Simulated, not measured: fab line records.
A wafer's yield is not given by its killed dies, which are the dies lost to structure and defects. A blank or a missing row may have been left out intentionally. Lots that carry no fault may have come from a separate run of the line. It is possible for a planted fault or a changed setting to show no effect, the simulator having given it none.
fab line records	flow sky130
[record] lots = 6	wafers = 18	last_day = 49
route steps=708 shown NWELL@65 PAD_OPEN@708
lots that met no fault: taken from a fault-free run of the same line
start_h: start of the lot's first displayed wafer, in hours after the record's first day	wait_h: time in hours since the lot's previous step	" the same as in the row above	L1.1+2: a single row standing in for several wafers	- no value present, or no start provided	* or withheld: withheld	< > ~ a bound
route shown NAME@n: a module of which the file shows steps, and the number in the route of the first	usual: average and standard deviation across the fault-free wafers	same: alike in all rows	chamber/n: place in a boat	sites: per-site readings	_std_site: the standard deviation of these	_edge_site: the outer-site mean with the inner-site mean subtracted	radius_mm: how far each site lies from the wafer's centre	mask NAME#n: copy n	behind: the most recent tool/chamber to have shaped the wafer	hold: why the lot went on hold/how many hours it stayed there/how the hold came to an end	device: names the non-switching transistor (n, p or np)	end of line: tests of these same wafers at the route's end	for a step that has no rows: nothing shown but its recipe	killed: not the wafer's yield, but the dies lost to structure and defects at the first sort	map: a wafer's dies, x killed, . not, _ none there
set.NAME: the setting the step ran with; set.NAME@STEP: the setting that earlier step ran with	model.NAME: the simulator's own value behind a step, which no gauge read
lots at some steps of the route; a table a step, a row a wafer
services: the hour from which a tool's chamber was out of use, counted from the record's first day as start_h (under 0 if before that day), plus the number of hours and why
[[steps]]
[step SKY_NWELL_IMPLANT_12]
[recipe] species = P	energy_kev = 120	dose_cm2 = 1.3e+12	tilt_deg = withheld
[step SKY_NWELL_IMPLANT_13]
[recipe] species = P	energy_kev = 50	dose_cm2 = 7e+11	tilt_deg = withheld
[step SKY_NWELL_STRIP_14]
[recipe] chemistry = O2/N2	power_w = 1400	pressure_mtorr = 1500	platen_temp_c = withheld	o2_flow_sccm = 3000	n2_flow_sccm = 300	overash_fraction = 0.5
[usual] drypump_motor_current_A = 5.5/0.31	o2_flow_sccm = 3000/8.9	oes_product_au = 0.722/0.0044	strip_time_to_endpoint_s = 36.98/0.11
lot.wafer	tool	chamber	start_h	wait_h	drypump_motor_current_A	o2_flow_sccm	oes_product_au	rf_hours_counter_h	strip_time_to_endpoint_s
L290.4	plasma_asher-02	1	106.60	0.1	5.6	2991	0.725	-	36.82
L290.5	"	0	"	"	5.7	2989	0.721	-	36.91
L290.6	"	1	"	"	5.6	2992	0.725	-	36.80
L296.3	plasma_asher-01	1	134.45	0.1	5.4	2996	0.723	-	36.93
L296.5	"	0	"	"	5.9	2986	0.717	-	36.96
L296.6	"	1	"	"	5.5	2999	0.728	-	37.00
L300.1	plasma_asher-01	1	161.52	0.1	5.5	2991	0.727	48	36.88
L300.2	"	0	"	"	5.9	3022	0.723	48	36.87
L300.4	"	0	"	"	5.9	3005	0.726	-	36.88
L301.2	plasma_asher-02	1	167.76	0.1	5.6	2992	0.720	5	37.00
L301.3	"	0	"	"	5.7	3013	0.729	-	37.09
L301.5	"	1	"	"	5.6	2994	0.727	-	37.03
L302.1	plasma_asher-02	0	172.73	0.1	5.7	2996	0.712	5	37.09
L302.3	"	0	"	"	5.7	2993	0.715	-	37.06
L302.5	"	0	"	"	5.7	3014	0.722	-	37.06
L309.2	plasma_asher-02	1	213.43	0.1	5.6	3002	0.718	9	36.96
L309.4	"	0	"	"	5.7	3002	0.723	-	36.79
L309.6	"	0	"	"	5.7	3013	0.715	-	37.01
[step SKY_NWELL_TW_MEAS_15]
[usual] NWELL_TW = 1804/18
lot.wafer	tool	chamber	start_h	wait_h	NWELL_TW
L290.4	film_metro-02	-	106.70	0.1	1790
L290.5	"	-	"	"	1785
L290.6	"	-	"	"	1785
L296.3	film_metro-02	-	134.54	0.1	1793
L296.5	"	-	"	"	1797
L296.6	"	-	"	"	1791
L300.1	film_metro-01	-	161.62	0.1	1793
L300.2	"	-	"	"	1795
L300.4	"	-	"	"	1796
L301.2	film_metro-01	-	167.87	0.1	1792
L301.3	"	-	"	"	1800
L301.5	"	-	"	"	1793
L302.1	film_metro-02	-	172.83	0.1	1798
L302.3	"	-	"	"	1795
L302.5	"	-	"	"	1794
L309.2	film_metro-01	-	213.54	0.1	1802
L309.4	"	-	"	"	1796
L309.6	"	-	"	"	1801
[step SKY_NWELL_DEHYDRATE_16]
[recipe] temp_c = 200	time_s = 60
[step SKY_NWELL_HMDS_17]
[recipe] prime_time_s = 60	prime_temp_c = 120
[step SKY_NWELL_COAT_18]
[recipe] spin_rpm = 2000	resist_thk_nm = 3000
[step SKY_NWELL_SOFTBAKE_19]
[recipe] temp_c = 110	time_s = withheld
[step SKY_NWELL_EXPOSE_20]
[recipe] mask_id = NWM_COMPLEMENT	na = 0.6	source_shape = conventional	sigma_outer = 0.6	polarization = unpolarized	target_cd_nm = 840	dose_mj = 260
[step SKY_NWELL_PEB_21]
[recipe] temp_c = 115	time_s = withheld
[step SKY_NWELL_DEVELOP_22]
[recipe] wall_angle_deg = 90	developer = TMAH	develop_time_s = 60	dev_temp_c = 23
[step SKY_NWELL_OVL_MEAS_23]
[usual] NWELL_01_OVL = -1.3/1.3
lot.wafer	tool	chamber	start_h	wait_h	NWELL_01_OVL[nm]
L290.4	overlay-02	-	124.13	-	-2.7
L290.5	"	-	"	"	-3.0
L290.6	"	-	"	"	-2.7
L296.3	overlay-02	-	153.78	-	-1.6
L296.5	"	-	"	"	-2.9
L296.6	"	-	"	"	-2.8
L300.1	overlay-02	-	180.48	-	-2.8
L300.2	"	-	"	"	-1.7
L300.4	"	-	"	"	-1.2
L301.2	overlay-01	-	186.77	-	-0.7
L301.3	"	-	"	"	-2.4
L301.5	"	-	"	"	-0.1
L302.1	overlay-01	-	191.82	-	-0.6
L302.3	"	-	"	"	0.2
L302.5	"	-	"	"	-0.8
L309.2	overlay-01	-	235.72	-	-0.2
L309.4	"	-	"	"	-2.5
L309.6	"	-	"	"	-1.8
[step SKY_NWELL_IMPLANT_24]
[recipe] species = B	energy_kev = 140	dose_cm2 = 9.2e+12	tilt_deg = withheld
[usual] dose_ions_cm2 = 9.2e+12/9.6e+09	faraday_current_uA = 52.0/1
lot.wafer	tool	chamber	start_h	wait_h	dose_ions_cm2	faraday_current_uA
L290.4	implanter-03	0	124.23	0.1	9.201e+12	51.1
L290.5	"	0	"	"	9.197e+12	51.6
L290.6	"	0	"	"	9.213e+12	54.7
L296.3	implanter-01	0	153.85	0.1	9.205e+12	53.4
L296.5	"	0	"	"	9.21e+12	50.2
L296.6	"	0	"	"	9.189e+12	51.8
L300.1	implanter-03	0	180.52	0.0	7.962e+12	44.2
L300.2	"	0	"	"	7.961e+12	43.7
L300.4	"	0	"	"	7.976e+12	46.0
L301.2	implanter-03	0	186.83	0.0	7.965e+12	44.6
L301.3	"	0	"	"	7.976e+12	45.3
L301.5	"	0	"	"	7.981e+12	44.6
L302.1	implanter-04	0	191.85	0.0	9.201e+12	52.6
L302.3	"	0	"	"	9.179e+12	52.4
L302.5	"	0	"	"	9.199e+12	53.0
L309.2	implanter-01	0	235.78	0.0	9.187e+12	52.7
L309.4	"	0	"	"	9.183e+12	52.3
L309.6	"	0	"	"	9.199e+12	51.6
[step SKY_NWELL_STRIP_25]
[recipe] chemistry = O2/N2	power_w = 1400	pressure_mtorr = 1500	platen_temp_c = withheld	o2_flow_sccm = 3000	n2_flow_sccm = 300	overash_fraction = 0.5
[usual] drypump_motor_current_A = 5.5/0.32	o2_flow_sccm = 3001/9.6	oes_product_au = 0.723/0.0046	strip_time_to_endpoint_s = 36.96/0.089
lot.wafer	tool	chamber	start_h	wait_h	drypump_motor_current_A	o2_flow_sccm	oes_product_au	rf_hours_counter_h	strip_time_to_endpoint_s
L290.4	plasma_asher-02	0	124.34	0.1	5.6	3010	0.731	-	36.90
L290.5	"	0	"	"	5.6	2991	0.726	-	36.90
L290.6	"	1	"	"	5.6	2990	0.724	-	36.89
L296.3	plasma_asher-01	1	153.99	0.1	5.5	2995	0.726	-	37.09
L296.5	"	1	"	"	5.5	2988	0.722	-	36.98
L296.6	"	0	"	"	6.0	2998	0.722	-	37.04
L300.1	plasma_asher-02	1	180.67	0.1	5.6	3003	0.720	6	37.01
L300.2	"	0	"	"	5.7	2990	0.726	6	36.95
L300.4	"	0	"	"	5.6	2994	0.719	-	36.95
L301.2	plasma_asher-02	1	186.95	0.1	5.6	3005	0.720	7	37.12
L301.3	"	0	"	"	5.7	3003	0.718	-	37.05
L301.5	"	1	"	"	5.6	3006	0.720	-	37.08
L302.1	plasma_asher-01	1	192.00	0.1	5.5	2998	0.718	51	36.96
L302.3	"	1	"	"	5.5	3000	0.726	-	36.90
L302.5	"	1	"	"	5.5	2985	0.724	-	36.86
L309.2	plasma_asher-02	0	235.90	0.1	5.6	2994	0.725	12	36.95
L309.4	"	1	"	"	5.6	2992	0.732	-	37.05
L309.6	"	0	"	"	5.7	3013	0.728	-	36.97
[step SKY_NWELL_TW_MEAS_26]
[usual] NWELL_2_TW = 494/6.6
lot.wafer	tool	chamber	start_h	wait_h	NWELL_2_TW
L290.4	film_metro-01	-	124.43	0.1	492
L290.5	"	-	"	"	490
L290.6	"	-	"	"	490
L296.3	film_metro-04	-	154.07	0.1	502
L296.5	"	-	"	"	500
L296.6	"	-	"	"	505
L300.1	film_metro-01	-	180.77	0.1	470
L300.2	"	-	"	"	467
L300.4	"	-	"	"	466
L301.2	film_metro-02	-	187.06	0.1	469
L301.3	"	-	"	"	471
L301.5	"	-	"	"	474
L302.1	film_metro-01	-	192.10	0.1	492
L302.3	"	-	"	"	492
L302.5	"	-	"	"	494
L309.2	film_metro-02	-	236.01	0.1	490
L309.4	"	-	"	"	489
L309.6	"	-	"	"	488
[step SKY_NWELL_CLEAN_27]
[recipe] chemistry = SC1/SC2	mix = 1:4:20	temp_c = 70	time_s = 150	dry = n2_spin
[step SKY_PAD_OPEN_PROBE_99]
[usual] killed_at_M0_to_M3 = 44/7.2	killed_at_M4_up = 3.0/1.9	killed_at_contacts = 25/4.8	killed_at_front_end = 16/4.2	killed_at_other = 0.2/0.44	killed_dies = 88/9.3	killed_open = 48/7.1	killed_short = 40/6.5
[same] gross_dies = 492	killed_at_back_side = 0
lot.wafer	tool	chamber	start_h	wait_h	killed_at_M0_to_M3	killed_at_M4_up	killed_at_contacts	killed_at_front_end	killed_at_other	killed_dies	killed_open	killed_short	model.etest.pfet_16v.r_on_ohm_um	model.etest.res_iso_pwell.rs_ohm_sq	model.etest.res_pwell_under_gate.rs_ohm_sq	model.etest.res_iso_pwell.line_ohm_um	model.etest.pfet_16v.drive_ua_um	model.etest.field_n.vt_v	model.etest.nfet_05v0_nvt.vt_sat_v	model.etest.nfet_05v0_nvt.body_rise_v
L290.4	prober-01	-	1086.81	0.2	35	1	21	10	1	68	40	28	1.552e+04	3144	2292	1203	237.9	36.2	0.2848	0.3969
L290.5	prober-01	-	1086.86	0.2	21	3	29	19	0	72	38	34	1.532e+04	3047	2303	1152	241.5	35.92	0.2789	0.392
L290.6	prober-01	-	1086.91	0.2	49	3	34	19	0	105	55	50	1.559e+04	3216	2284	1226	238.5	36.56	0.2865	0.3929
L296.3	prober-01	-	1122.11	0.2	44	0	27	11	0	82	41	41	1.571e+04	3381	2295	1266	241.6	36.72	0.2883	0.3939
L296.5	prober-01	-	1122.21	0.2	34	2	29	11	1	77	43	34	1.555e+04	3324	2318	1244	241.4	36.53	0.292	0.391
L296.6	prober-01	-	1122.26	0.2	53	1	26	18	1	99	47	52	1.563e+04	3338	2302	1249	239.4	36.66	0.2863	0.3899
L300.1	prober-01	-	1143.98	0.1	43	1	30	12	0	86	51	35	1.636e+04	3517	2534	1340	230.1	33.54	0.2711	0.3814
L300.2	prober-01	-	1144.03	0.1	31	3	25	19	0	78	42	36	1.657e+04	3619	2525	1394	226.9	33.85	0.2748	0.3826
L300.4	prober-01	-	1144.13	0.2	49	2	30	30	1	112	62	50	1.64e+04	3556	2518	1348	228.1	33.73	0.2791	0.3822
L301.2	prober-02	-	1153.54	0.1	49	1	30	18	2	100	51	49	1.66e+04	3897	2501	1499	229.8	33.57	0.2828	0.4014
L301.3	prober-02	-	1153.59	0.2	31	3	25	21	1	81	44	37	1.643e+04	3763	2501	1426	230.6	33.39	0.2907	0.4089
L301.5	prober-02	-	1153.69	0.2	45	3	27	20	0	95	61	34	1.647e+04	3883	2490	1486	228.5	33.53	0.2735	0.3991
L302.1	prober-01	-	1154.10	0.1	36	1	29	14	0	80	37	43	1.533e+04	3026	2287	1136	240.8	36.44	0.2794	0.3961
L302.3	prober-01	-	1154.20	0.2	44	5	26	21	0	96	40	56	1.539e+04	2986	2281	1136	238.8	36.33	0.2858	0.4036
L302.5	prober-01	-	1154.30	0.2	38	2	36	10	0	86	48	38	1.54e+04	3039	2289	1128	241.8	36.62	0.2867	0.3954
L309.2	prober-01	-	1187.38	0.1	37	5	24	11	0	77	42	35	1.473e+04	2990	2313	1099	255.3	35.59	0.3029	0.3993
L309.4	prober-01	-	1187.48	0.2	46	9	16	13	0	84	44	40	1.492e+04	3059	2278	1160	249.9	35.87	0.2853	0.4007
L309.6	prober-01	-	1187.58	0.2	43	1	23	20	0	87	47	40	1.484e+04	2876	2276	1103	251.5	35.13	0.2835	0.3976
// killed by level:class
L290.4 CONTACT:geometric_particle:open=9 VIA1:geometric_particle:open=7 METAL2:geometric_particle:short=7 CONTACT:geometric_particle:short=6 VIA2:geometric_particle:open=6 VIA3:geometric_particle:open=4 POLY_GATE:geometric_particle:open=3 METAL1:geometric_particle:short=3
L290.5 CONTACT:geometric_particle:open=10 LI_CONTACT:geometric_particle:open=8 LOCAL_INTERCONNECT:geometric_particle:short=6 FIELD_ISO:geometric_particle:short=5 POLY_GATE:geometric_particle:short=5 POLY_CUT:geometric_particle:open=4 METAL2:geometric_particle:short=4 FIELD_ISO:geometric_particle:open=3
L290.6 CONTACT:geometric_particle:open=11 VIA1:geometric_particle:open=10 CONTACT:geometric_particle:short=9 METAL2:geometric_particle:short=8 LI_CONTACT:geometric_particle:open=6 VIA3:geometric_particle:open=6 VIA2:geometric_particle:short=5 VIA2:geometric_particle:open=5
L296.3 CONTACT:geometric_particle:open=9 VIA1:geometric_particle:short=8 METAL1:geometric_particle:short=7 LI_CONTACT:geometric_particle:open=6 VIA1:geometric_particle:open=6 VIA3:geometric_particle:open=6 VIA3:geometric_particle:short=5 LI_CONTACT:geometric_particle:short=4
L296.5 CONTACT:geometric_particle:open=9 CONTACT:geometric_particle:short=9 VIA1:geometric_particle:open=9 VIA2:geometric_particle:open=6 METAL1:geometric_particle:short=5 VIA3:geometric_particle:open=5 FIELD_ISO:geometric_particle:open=4 POLY_GATE:geometric_particle:short=4
L296.6 CONTACT:geometric_particle:open=12 METAL2:geometric_particle:short=11 FIELD_ISO:geometric_particle:short=8 VIA3:geometric_particle:short=8 VIA3:geometric_particle:open=8 LI_CONTACT:geometric_particle:open=7 VIA1:geometric_particle:open=5 METAL1:geometric_particle:short=4
L300.1 CONTACT:geometric_particle:open=12 VIA1:geometric_particle:open=9 LI_CONTACT:geometric_particle:open=8 VIA2:geometric_particle:open=6 VIA2:geometric_particle:short=5 METAL2:geometric_particle:short=5 FIELD_ISO:geometric_particle:short=4 VIA1:geometric_particle:short=4
L300.2 CONTACT:geometric_particle:open=8 LI_CONTACT:geometric_particle:open=7 VIA1:geometric_particle:open=6 FIELD_ISO:geometric_particle:open=5 FIELD_ISO:geometric_particle:short=5 METAL1:geometric_particle:short=5 VIA3:geometric_particle:short=5 LOCAL_INTERCONNECT:geometric_particle:short=4
L300.4 VIA1:geometric_particle:open=12 POLY_GATE:geometric_particle:short=11 LI_CONTACT:geometric_particle:open=10 FIELD_ISO:geometric_particle:open=9 CONTACT:geometric_particle:open=9 VIA3:geometric_particle:open=7 METAL2:geometric_particle:short=6 VIA2:geometric_particle:open=6
L301.2 VIA1:geometric_particle:open=12 CONTACT:geometric_particle:open=12 POLY_GATE:geometric_particle:short=7 METAL2:geometric_particle:short=7 VIA1:geometric_particle:short=7 VIA2:geometric_particle:open=7 LOCAL_INTERCONNECT:geometric_particle:short=6 VIA3:geometric_particle:open=6
L301.3 CONTACT:geometric_particle:open=10 METAL2:geometric_particle:short=9 VIA1:geometric_particle:open=9 FIELD_ISO:geometric_particle:open=8 LI_CONTACT:geometric_particle:open=5 FIELD_ISO:geometric_particle:short=4 LOCAL_INTERCONNECT:geometric_particle:short=4 POLY_GATE:geometric_particle:short=3
L301.5 LI_CONTACT:geometric_particle:open=12 VIA2:geometric_particle:open=11 VIA1:geometric_particle:open=10 POLY_GATE:geometric_particle:open=7 METAL1:geometric_particle:short=5 VIA1:geometric_particle:short=5 FIELD_ISO:geometric_particle:short=4 METAL2:geometric_particle:short=4
L302.1 LI_CONTACT:geometric_particle:short=7 LI_CONTACT:geometric_particle:open=7 CONTACT:geometric_particle:open=6 VIA1:geometric_particle:short=6 FIELD_ISO:geometric_particle:short=5 CONTACT:geometric_particle:short=5 VIA2:geometric_particle:open=5 VIA3:geometric_particle:open=5
L302.3 FIELD_ISO:geometric_particle:short=9 VIA1:geometric_particle:short=8 CONTACT:geometric_particle:open=7 METAL1:geometric_particle:short=7 VIA1:geometric_particle:open=7 LI_CONTACT:geometric_particle:open=6 LOCAL_INTERCONNECT:geometric_particle:short=6 VIA3:geometric_particle:open=6
L302.5 LOCAL_INTERCONNECT:geometric_particle:short=11 VIA1:geometric_particle:open=10 LI_CONTACT:geometric_particle:open=9 CONTACT:geometric_particle:open=8 METAL1:geometric_particle:short=7 POLY_GATE:geometric_particle:open=6 CONTACT:geometric_particle:short=6 VIA3:geometric_particle:open=6
L309.2 CONTACT:geometric_particle:open=11 VIA1:geometric_particle:open=8 VIA2:geometric_particle:open=6 METAL2:geometric_particle:short=6 METAL3:geometric_particle:short=6 LI_CONTACT:geometric_particle:open=4 LOCAL_INTERCONNECT:geometric_particle:short=4 METAL1:geometric_particle:short=4
L309.4 VIA1:geometric_particle:open=12 VIA1:geometric_particle:short=9 VIA2:geometric_particle:open=7 METAL4:geometric_particle:short=7 FIELD_ISO:geometric_particle:open=5 CONTACT:geometric_particle:short=5 METAL1:geometric_particle:short=4 CONTACT:geometric_particle:open=4
L309.6 METAL2:geometric_particle:short=10 FIELD_ISO:geometric_particle:open=9 LI_CONTACT:geometric_particle:open=8 CONTACT:geometric_particle:open=8 VIA3:geometric_particle:open=7 FIELD_ISO:geometric_particle:short=6 METAL1:geometric_particle:short=6 VIA2:geometric_particle:open=4
[[services]]
tool	chamber	start_h	hours	kind
implanter-04	-	98.29	0.7	repair
plasma_asher-01	-	105.20	1.6	repair
plasma_asher-02	-	108.75	9.0	pm
plasma_asher-02	0	108.75	9.0	vent_cycle
plasma_asher-02	1	108.75	9.0	vent_cycle
plasma_asher-02	0	117.75	-	clean
plasma_asher-02	1	117.75	-	clean
implanter-03	-	154.64	4.2	repair
implanter-04	-	160.16	2.0	repair
implanter-04	-	185.53	2.8	pm
implanter-01	-	190.04	9.4	repair
implanter-04	-	222.41	1.9	repair
[[key]]
[first_sign] step = SKY_NWELL_IMPLANT_24	reading = dose_ions_cm2	direction = down	sigmas = 99+	usual = *	struck = *
[effect] step = SKY_NWELL_IMPLANT_24	reading = faraday_current_uA	direction = down	sigmas = 7.1	usual = 52.0	struck = 44.7
[effect] step = SKY_NWELL_TW_MEAS_26	reading = NWELL_2_TW	direction = down	sigmas = 3.8	usual = 494	struck = 469
[model_effect] step = SKY_PAD_OPEN_PROBE_99	value = etest.pfet_16v.r_on_ohm_um	without = 1.533e+04	struck = 1.647e+04
met_at SKY_NWELL_IMPLANT_24
struck_wafers L300.1,L300.2,L300.4,L301.2,L301.3,L301.5
tester_left_out L300,L301
onset_between 124.23 180.52
[fault] kind = process_parameter_drift	tool = implanter-03	chamber = -	onset_h = 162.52	steps = SKY_NWELL_IMPLANT_24	channel = dose_cm2	offset = *	shape = step	end_h = 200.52	acts_in = *	stated = *
// tester_left_out: of these lots the tester's yield and bins aren't shown, on N5 and GAA mostly nor the transistor test; their killed dies are dies lost to structure and defects alone, not to doping, threshold or leakage, so they don't give the yield
